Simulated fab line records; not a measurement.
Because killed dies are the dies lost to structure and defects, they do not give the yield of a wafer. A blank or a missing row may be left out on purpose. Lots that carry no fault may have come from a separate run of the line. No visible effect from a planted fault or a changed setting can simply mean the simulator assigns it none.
Which tool is to blame? / flow sky130 / Sampling: 24 lots, 72 wafers, 5 of 708 route steps

== WHAT EACH GAUGE READ, for each wafer ==
SKY_FIELD_ISO_THK_MEAS_04. Usual: FIELD_ISO_CVD_03_THK 164.4 nm, standard deviation 1.3.
lot=L074; measured=day 1 14:35; on=film_metro-02; FIELD_ISO_CVD_03_THK (nm)=166.9 166.7 166.7; flag=
lot=L075; measured=day 1 20:28; on=film_metro-04; FIELD_ISO_CVD_03_THK (nm)=163.2 164.1 163.3; flag=
lot=L076; measured=day 2 00:50; on=film_metro-02; FIELD_ISO_CVD_03_THK (nm)=165.9 167.2 168.2; flag=
lot=L077; measured=day 2 06:24; on=film_metro-01; FIELD_ISO_CVD_03_THK (nm)=161.3 162.9 162.1; flag=
lot=L078; measured=day 2 11:58; on=film_metro-04; FIELD_ISO_CVD_03_THK (nm)=164.6 164.2 166.2; flag=
lot=L079; measured=day 2 14:57; on=film_metro-04; FIELD_ISO_CVD_03_THK (nm)=164.5 163.8 163.9; flag=
lot=L080; measured=day 2 19:48; on=film_metro-01; FIELD_ISO_CVD_03_THK (nm)=163.8 162.8 163.3; flag=
lot=L081; measured=day 3 02:33; on=film_metro-04; FIELD_ISO_CVD_03_THK (nm)=165.7 163.6 164.3; flag=
lot=L082; measured=day 3 07:16; on=film_metro-01; FIELD_ISO_CVD_03_THK (nm)=164.3 162.6 163.9; flag=
lot=L083; measured=day 3 10:42; on=film_metro-02; FIELD_ISO_CVD_03_THK (nm)=163.7 163.7 164.3; flag=
lot=L084; measured=day 3 16:25; on=film_metro-01; FIELD_ISO_CVD_03_THK (nm)=165.2 164.5 165.2; flag=
lot=L085; measured=day 3 21:05; on=film_metro-02; FIELD_ISO_CVD_03_THK (nm)=164.2 165.0 166.7; flag=
lot=L086; measured=day 4 03:28; on=film_metro-02; FIELD_ISO_CVD_03_THK (nm)=164.7 164.4 165.0; flag=
lot=L087; measured=day 4 08:57; on=film_metro-02; FIELD_ISO_CVD_03_THK (nm)=164.2 163.2 163.5; flag=
lot=L088; measured=day 4 14:14; on=film_metro-04; FIELD_ISO_CVD_03_THK (nm)=165.9 166.1 165.8; flag=
lot=L089; measured=day 4 16:29; on=film_metro-01; FIELD_ISO_CVD_03_THK (nm)=163.3 162.9 163.6; flag=
lot=L090; measured=day 4 22:31; on=film_metro-04; FIELD_ISO_CVD_03_THK (nm)=164.2 165.1 165.0; flag=
lot=L091; measured=day 5 03:52; on=film_metro-01; FIELD_ISO_CVD_03_THK (nm)=164.5 163.5 163.4; flag=
lot=L092; measured=day 5 11:58; on=film_metro-02; FIELD_ISO_CVD_03_THK (nm)=163.2 163.3 163.1; flag=
lot=L093; measured=day 5 16:10; on=film_metro-01; FIELD_ISO_CVD_03_THK (nm)=163.9 164.3 163.1; flag=
lot=L094; measured=day 5 18:49; on=film_metro-01; FIELD_ISO_CVD_03_THK (nm)=165.3 164.2 166.1; flag=
lot=L095; measured=day 5 22:49; on=film_metro-04; FIELD_ISO_CVD_03_THK (nm)=165.7 164.4 163.7; flag=
lot=L096; measured=day 6 04:41; on=film_metro-04; FIELD_ISO_CVD_03_THK (nm)=164.1 164.3 166.0; flag=
lot=L097; measured=day 6 08:54; on=film_metro-01; FIELD_ISO_CVD_03_THK (nm)=163.9 164.9 165.1; flag=

SKY_SD_N_OVL_MEAS_08. Usual: SD_N_OVL -0.5 nm, standard deviation 1.1.
lot=L074; measured=day 27 17:41; on=overlay-02; SD_N_OVL (nm)=-0.7 -1.2 -1.0; flag=
lot=L075; measured=day 28 02:02; on=overlay-01; SD_N_OVL (nm)=2.1 0.8 2.1; flag=
lot=L076; measured=day 28 11:23; on=overlay-02; SD_N_OVL (nm)=0.8 0.9 0.8; flag=
lot=L077; measured=day 29 02:55; on=overlay-02; SD_N_OVL (nm)=-1.1 0.6 -1.4; flag=
lot=L078; measured=day 29 16:10; on=overlay-02; SD_N_OVL (nm)=-0.7 -2.4 -1.6; flag=
lot=L079; measured=day 29 19:00; on=overlay-01; SD_N_OVL (nm)=-0.5 -2.3 -1.1; flag=
lot=L080; measured=day 30 04:26; on=overlay-02; SD_N_OVL (nm)=-2.3 -1.4 -1.4; flag=
lot=L081; measured=day 30 12:58; on=overlay-01; SD_N_OVL (nm)=-1.5 0.3 -0.5; flag=
lot=L082; measured=day 30 20:38; on=overlay-01; SD_N_OVL (nm)=-1.4 -3.6 -3.1; flag=
lot=L083; measured=day 31 09:56; on=overlay-01; SD_N_OVL (nm)=0.4 -0.4 1.1; flag=
lot=L084; measured=day 31 10:14; on=overlay-02; SD_N_OVL (nm)=-1.8 -0.1 -1.7; flag=
lot=L085; measured=day 31 18:25; on=overlay-01; SD_N_OVL (nm)=-0.2 -0.2 0.2; flag=
lot=L086; measured=day 32 14:27; on=overlay-01; SD_N_OVL (nm)=-1.7 -0.6 1.5; flag=
lot=L087; measured=day 32 18:22; on=overlay-02; SD_N_OVL (nm)=0.0 -0.2 -0.6; flag=
lot=L088; measured=day 33 05:47; on=overlay-01; SD_N_OVL (nm)=0.3 0.7 1.0; flag=
lot=L089; measured=day 33 03:08; on=overlay-01; SD_N_OVL (nm)=0.0 -0.9 -0.8; flag=
lot=L090; measured=day 33 08:19; on=overlay-01; SD_N_OVL (nm)=-1.3 -1.7 -1.0; flag=
lot=L091; measured=day 33 12:26; on=overlay-01; SD_N_OVL (nm)=0.6 1.0 -0.2; flag=
lot=L092; measured=day 34 04:32; on=overlay-02; SD_N_OVL (nm)=-0.7 -2.4 -2.0; flag=
lot=L093; measured=day 34 05:50; on=overlay-01; SD_N_OVL (nm)=-1.3 -0.1 -1.5; flag=
lot=L094; measured=day 34 19:30; on=overlay-01; SD_N_OVL (nm)=-0.7 -1.5 -0.7; flag=
lot=L095; measured=day 34 21:41; on=overlay-01; SD_N_OVL (nm)=-1.2 -0.6 -1.2; flag=
lot=L096; measured=day 35 04:59; on=overlay-01; SD_N_OVL (nm)=-1.7 0.0 -1.8; flag=
lot=L097; measured=day 35 07:40; on=overlay-02; SD_N_OVL (nm)=2.4 2.7 1.5; flag=

SKY_VIA2_THK_MEAS_01. Usual: VIA2_HDPCVD_THK 1182 nm, standard deviation 12.
lot=L074; measured=day 35 03:08; on=film_metro-01; VIA2_HDPCVD_THK (nm)=1194 1198 1178; flag=
lot=L075; measured=day 35 10:51; on=film_metro-01; VIA2_HDPCVD_THK (nm)=1176 1183 1174; flag=
lot=L076; measured=day 35 19:29; on=film_metro-01; VIA2_HDPCVD_THK (nm)=1203 1204 1195; flag=
lot=L077; measured=day 36 08:41; on=film_metro-01; VIA2_HDPCVD_THK (nm)=1170 1178 1190; flag=
lot=L078; measured=day 36 22:33; on=film_metro-02; VIA2_HDPCVD_THK (nm)=1186 1188 1177; flag=
lot=L079; measured=day 37 00:02; on=film_metro-04; VIA2_HDPCVD_THK (nm)=1178 1174 1180; flag=
lot=L080; measured=day 37 07:31; on=film_metro-02; VIA2_HDPCVD_THK (nm)=1190 1168 1181; flag=
lot=L081; measured=day 37 14:27; on=film_metro-02; VIA2_HDPCVD_THK (nm)=1192 1193 1174; flag=
lot=L082; measured=day 37 23:06; on=film_metro-01; VIA2_HDPCVD_THK (nm)=1186 1160 1186; flag=
lot=L083; measured=day 38 11:58; on=film_metro-02; VIA2_HDPCVD_THK (nm)=1179 1171 1176; flag=
lot=L084; measured=day 38 12:38; on=film_metro-04; VIA2_HDPCVD_THK (nm)=1185 1201 1174; flag=
lot=L085; measured=day 38 20:41; on=film_metro-01; VIA2_HDPCVD_THK (nm)=1178 1176 1187; flag=
lot=L086; measured=day 39 11:46; on=film_metro-04; VIA2_HDPCVD_THK (nm)=1175 1193 1160; flag=
lot=L087; measured=day 39 17:21; on=film_metro-04; VIA2_HDPCVD_THK (nm)=1194 1184 1191; flag=
lot=L088; measured=day 40 05:07; on=film_metro-02; VIA2_HDPCVD_THK (nm)=1195 1180 1191; flag=
lot=L089; measured=day 40 00:38; on=film_metro-04; VIA2_HDPCVD_THK (nm)=1182 1179 1162; flag=
lot=L090; measured=day 40 05:35; on=film_metro-02; VIA2_HDPCVD_THK (nm)=1184 1179 1183; flag=
lot=L091; measured=day 40 10:24; on=film_metro-04; VIA2_HDPCVD_THK (nm)=1208 1189 1200; flag=
lot=L092; measured=day 41 00:26; on=film_metro-02; VIA2_HDPCVD_THK (nm)=1196 1192 1168; flag=
lot=L093; measured=day 41 04:17; on=film_metro-04; VIA2_HDPCVD_THK (nm)=1179 1170 1166; flag=
lot=L094; measured=day 41 15:01; on=film_metro-01; VIA2_HDPCVD_THK (nm)=1175 1183 1156; flag=
lot=L095; measured=day 41 19:56; on=film_metro-02; VIA2_HDPCVD_THK (nm)=1178 1186 1179; flag=
lot=L096; measured=day 42 00:41; on=film_metro-04; VIA2_HDPCVD_THK (nm)=1197 1208 1196; flag=
lot=L097; measured=day 42 01:41; on=film_metro-04; VIA2_HDPCVD_THK (nm)=1169 1166 1184; flag=

SKY_VIA2_RS_MEAS_22: measures by four-point-probe. Usual: VIA2_W_RS 0.2754 ohm/sq, standard deviation 0.0024.
lot=L074; measured=day 36 07:28; on=film_metro-01; VIA2_W_RS (ohm/sq)=0.2778 0.2750 0.2740; flag=
lot=L075; measured=day 36 14:05; on=film_metro-02; VIA2_W_RS (ohm/sq)=0.2756 0.2738 0.2726; flag=
lot=L076; measured=day 36 23:40; on=film_metro-01; VIA2_W_RS (ohm/sq)=0.2757 0.2796 0.2782; flag=
lot=L077; measured=day 37 12:14; on=film_metro-02; VIA2_W_RS (ohm/sq)=0.2751 0.2764 0.2729; flag=
lot=L078; measured=day 38 01:30; on=film_metro-01; VIA2_W_RS (ohm/sq)=0.2730 0.2760 0.2766; flag=
lot=L079; measured=day 38 03:14; on=film_metro-02; VIA2_W_RS (ohm/sq)=0.2742 0.2761 0.2729; flag=
lot=L080; measured=day 38 10:56; on=film_metro-02; VIA2_W_RS (ohm/sq)=0.2761 0.2787 0.2779; flag=
lot=L081; measured=day 38 17:58; on=film_metro-04; VIA2_W_RS (ohm/sq)=0.2760 0.2727 0.2727; flag=
lot=L082; measured=day 39 02:13; on=film_metro-04; VIA2_W_RS (ohm/sq)=0.2728 0.2742 0.2701; flag=
lot=L083; measured=day 39 15:10; on=film_metro-02; VIA2_W_RS (ohm/sq)=0.2797 0.2760 0.2709; flag=
lot=L084; measured=day 39 15:30; on=film_metro-02; VIA2_W_RS (ohm/sq)=0.2786 0.2780 0.2767; flag=
lot=L085; measured=day 39 23:05; on=film_metro-04; VIA2_W_RS (ohm/sq)=0.2718 0.2717 0.2717; flag=
lot=L086; measured=day 40 14:11; on=film_metro-02; VIA2_W_RS (ohm/sq)=0.2785 0.2739 0.2782; flag=
lot=L087; measured=day 40 19:14; on=film_metro-02; VIA2_W_RS (ohm/sq)=0.2756 0.2783 0.2796; flag=
lot=L088; measured=day 41 06:59; on=film_metro-04; VIA2_W_RS (ohm/sq)=0.2723 0.2740 0.2758; flag=
lot=L089; measured=day 41 02:31; on=film_metro-02; VIA2_W_RS (ohm/sq)=0.2777 0.2773 0.2752; flag=
lot=L090; measured=day 41 07:52; on=film_metro-02; VIA2_W_RS (ohm/sq)=0.2758 0.2735 0.2724; flag=
lot=L091; measured=day 41 13:11; on=film_metro-02; VIA2_W_RS (ohm/sq)=0.2740 0.2717 0.2730; flag=
lot=L092; measured=day 42 01:26; on=film_metro-01; VIA2_W_RS (ohm/sq)=0.2744 0.2755 0.2732; flag=
lot=L093; measured=day 42 05:38; on=film_metro-02; VIA2_W_RS (ohm/sq)=0.2742 0.2735 0.2779; flag=
lot=L094; measured=day 42 16:23; on=film_metro-01; VIA2_W_RS (ohm/sq)=0.2767 0.2741 0.2727; flag=
lot=L095; measured=day 42 21:16; on=film_metro-01; VIA2_W_RS (ohm/sq)=0.2752 0.2786 0.2782; flag=
lot=L096; measured=day 43 02:01; on=film_metro-04; VIA2_W_RS (ohm/sq)=0.2776 0.2770 0.2752; flag=
lot=L097; measured=day 43 02:36; on=film_metro-01; VIA2_W_RS (ohm/sq)=0.2780 0.2746 0.2758; flag=

== WHICH TOOL RAN EACH LOT (tool, then ch and the chambers of the sampled wafers, then the start) ==
lot=L074; SKY_CONTACT_ETCH_16=rie_diel-04 ch 0,1,3, day 31 12:10
lot=L075; SKY_CONTACT_ETCH_16=rie_diel-01 ch 0,1,3, day 31 19:41
lot=L076; SKY_CONTACT_ETCH_16=rie_diel-03 ch 2,3, day 32 04:07
lot=L077; SKY_CONTACT_ETCH_16=rie_diel-03 ch 0,1,2, day 32 19:20
lot=L078; SKY_CONTACT_ETCH_16=rie_diel-01 ch 0,1, day 33 10:08
lot=L079; SKY_CONTACT_ETCH_16=rie_diel-01 ch 0,2,3, day 33 11:16
lot=L080; SKY_CONTACT_ETCH_16=rie_diel-01 ch 0,3, day 33 18:05
lot=L081; SKY_CONTACT_ETCH_16=rie_diel-01 ch 0,2, day 34 01:40
lot=L082; SKY_CONTACT_ETCH_16=rie_diel-04 ch 1,2,3, day 34 09:35
lot=L083; SKY_CONTACT_ETCH_16=rie_diel-04 ch 1,2,3, day 34 23:55
lot=L084; SKY_CONTACT_ETCH_16=rie_diel-01 ch 1,3, day 35 00:20
lot=L085; SKY_CONTACT_ETCH_16=rie_diel-03 ch 0,1,2, day 35 09:20
lot=L086; SKY_CONTACT_ETCH_16=rie_diel-04 ch 0,1,2, day 36 01:16
lot=L087; SKY_CONTACT_ETCH_16=rie_diel-03 ch 0,1, day 36 07:08
lot=L088; SKY_CONTACT_ETCH_16=rie_diel-04 ch 0,2, day 36 19:02
lot=L089; SKY_CONTACT_ETCH_16=rie_diel-04 ch 0,2, day 36 15:13
lot=L090; SKY_CONTACT_ETCH_16=rie_diel-03 ch 0,1,3, day 36 20:17
lot=L091; SKY_CONTACT_ETCH_16=rie_diel-04 ch 2,3, day 37 00:19
lot=L092; SKY_CONTACT_ETCH_16=rie_diel-01 ch 0,2,3, day 37 15:50
lot=L093; SKY_CONTACT_ETCH_16=rie_diel-01 ch 0,1,2, day 37 18:05
lot=L094; SKY_CONTACT_ETCH_16=rie_diel-01 ch 0,1,3, day 38 07:32
lot=L095; SKY_CONTACT_ETCH_16=rie_diel-04 ch 0,2, day 38 10:32
lot=L096; SKY_CONTACT_ETCH_16=rie_diel-03 ch 0,2,3, day 38 15:52
lot=L097; SKY_CONTACT_ETCH_16=rie_diel-01 ch 0,1,2, day 38 18:46
- SKY_CONTACT_ETCH_16: etches BARC in N2/H2, stops on SiO2, time 45.9 s, target depth 60 nm.

== AS READ BY THE TOOLS THEMSELVES (means over the sampled wafers that have a number; for cases with no such wafer, the mark the record gives instead) ==
SKY_CONTACT_ETCH_16. Usual: drypump_motor_current_A 5.5 A, standard deviation 0.49; oes_product_au 0.855 a.u., standard deviation 0.0042; throttle_valve_pct 13.225 %, standard deviation 0.0094.
lot=L074; tool=rie_diel-04; drypump_motor_current_A (A)=5.0; oes_product_au (a.u.)=0.855; throttle_valve_pct (%)=13.228; flag=
lot=L075; tool=rie_diel-01; drypump_motor_current_A (A)=5.5; oes_product_au (a.u.)=0.854; throttle_valve_pct (%)=13.225; flag=
lot=L076; tool=rie_diel-03; drypump_motor_current_A (A)=5.1; oes_product_au (a.u.)=0.856; throttle_valve_pct (%)=13.227; flag=
lot=L077; tool=rie_diel-03; drypump_motor_current_A (A)=5.8; oes_product_au (a.u.)=0.855; throttle_valve_pct (%)=13.232; flag=
lot=L078; tool=rie_diel-01; drypump_motor_current_A (A)=5.2; oes_product_au (a.u.)=0.856; throttle_valve_pct (%)=13.229; flag=
lot=L079; tool=rie_diel-01; drypump_motor_current_A (A)=5.8; oes_product_au (a.u.)=0.857; throttle_valve_pct (%)=13.222; flag=
lot=L080; tool=rie_diel-01; drypump_motor_current_A (A)=5.8; oes_product_au (a.u.)=0.855; throttle_valve_pct (%)=13.222; flag=
lot=L081; tool=rie_diel-01; drypump_motor_current_A (A)=5.9; oes_product_au (a.u.)=0.853; throttle_valve_pct (%)=13.226; flag=
lot=L082; tool=rie_diel-04; drypump_motor_current_A (A)=5.2; oes_product_au (a.u.)=0.857; throttle_valve_pct (%)=13.218; flag=
lot=L083; tool=rie_diel-04; drypump_motor_current_A (A)=5.1; oes_product_au (a.u.)=0.853; throttle_valve_pct (%)=13.230; flag=
lot=L084; tool=rie_diel-01; drypump_motor_current_A (A)=5.2; oes_product_au (a.u.)=0.859; throttle_valve_pct (%)=13.218; flag=
lot=L085; tool=rie_diel-03; drypump_motor_current_A (A)=5.8; oes_product_au (a.u.)=0.860; throttle_valve_pct (%)=13.225; flag=
lot=L086; tool=rie_diel-04; drypump_motor_current_A (A)=5.4; oes_product_au (a.u.)=0.853; throttle_valve_pct (%)=13.221; flag=
lot=L087; tool=rie_diel-03; drypump_motor_current_A (A)=6.4; oes_product_au (a.u.)=0.858; throttle_valve_pct (%)=13.220; flag=
lot=L088; tool=rie_diel-04; drypump_motor_current_A (A)=5.5; oes_product_au (a.u.)=0.857; throttle_valve_pct (%)=13.224; flag=
lot=L089; tool=rie_diel-04; drypump_motor_current_A (A)=5.6; oes_product_au (a.u.)=0.857; throttle_valve_pct (%)=13.236; flag=
lot=L090; tool=rie_diel-03; drypump_motor_current_A (A)=5.7; oes_product_au (a.u.)=0.852; throttle_valve_pct (%)=13.224; flag=
lot=L091; tool=rie_diel-04; drypump_motor_current_A (A)=5.4; oes_product_au (a.u.)=0.856; throttle_valve_pct (%)=13.225; flag=
lot=L092; tool=rie_diel-01; drypump_motor_current_A (A)=5.8; oes_product_au (a.u.)=0.857; throttle_valve_pct (%)=13.228; flag=
lot=L093; tool=rie_diel-01; drypump_motor_current_A (A)=5.5; oes_product_au (a.u.)=0.861; throttle_valve_pct (%)=13.219; flag=
lot=L094; tool=rie_diel-01; drypump_motor_current_A (A)=5.5; oes_product_au (a.u.)=0.856; throttle_valve_pct (%)=13.228; flag=
lot=L095; tool=rie_diel-04; drypump_motor_current_A (A)=5.5; oes_product_au (a.u.)=0.851; throttle_valve_pct (%)=13.221; flag=
lot=L096; tool=rie_diel-03; drypump_motor_current_A (A)=5.2; oes_product_au (a.u.)=0.853; throttle_valve_pct (%)=13.229; flag=
lot=L097; tool=rie_diel-01; drypump_motor_current_A (A)=5.5; oes_product_au (a.u.)=0.860; throttle_valve_pct (%)=13.227; flag=

== THE ANSWER, worked out from the rows above alone ==
Rule: a lot counts as off when the mean over its wafers that have a number is more than 3 standard deviations away from the usual mean. Also off: a lot with no number at a reading for which 4 or more lots have one. Where the step has rows for the other lots, those lots are counted as sound. After the gauges, taken in route order, come the tools' own readings; for these a lot's mean is taken, as printed above. The first step at which some lot is off is used, and at that step the reading that is off furthest; a lot without a number counts as furthest.
No lot is off on any of the readings shown, so nothing can be concluded from this.

== WHAT THE SIMULATOR PUT IN ==
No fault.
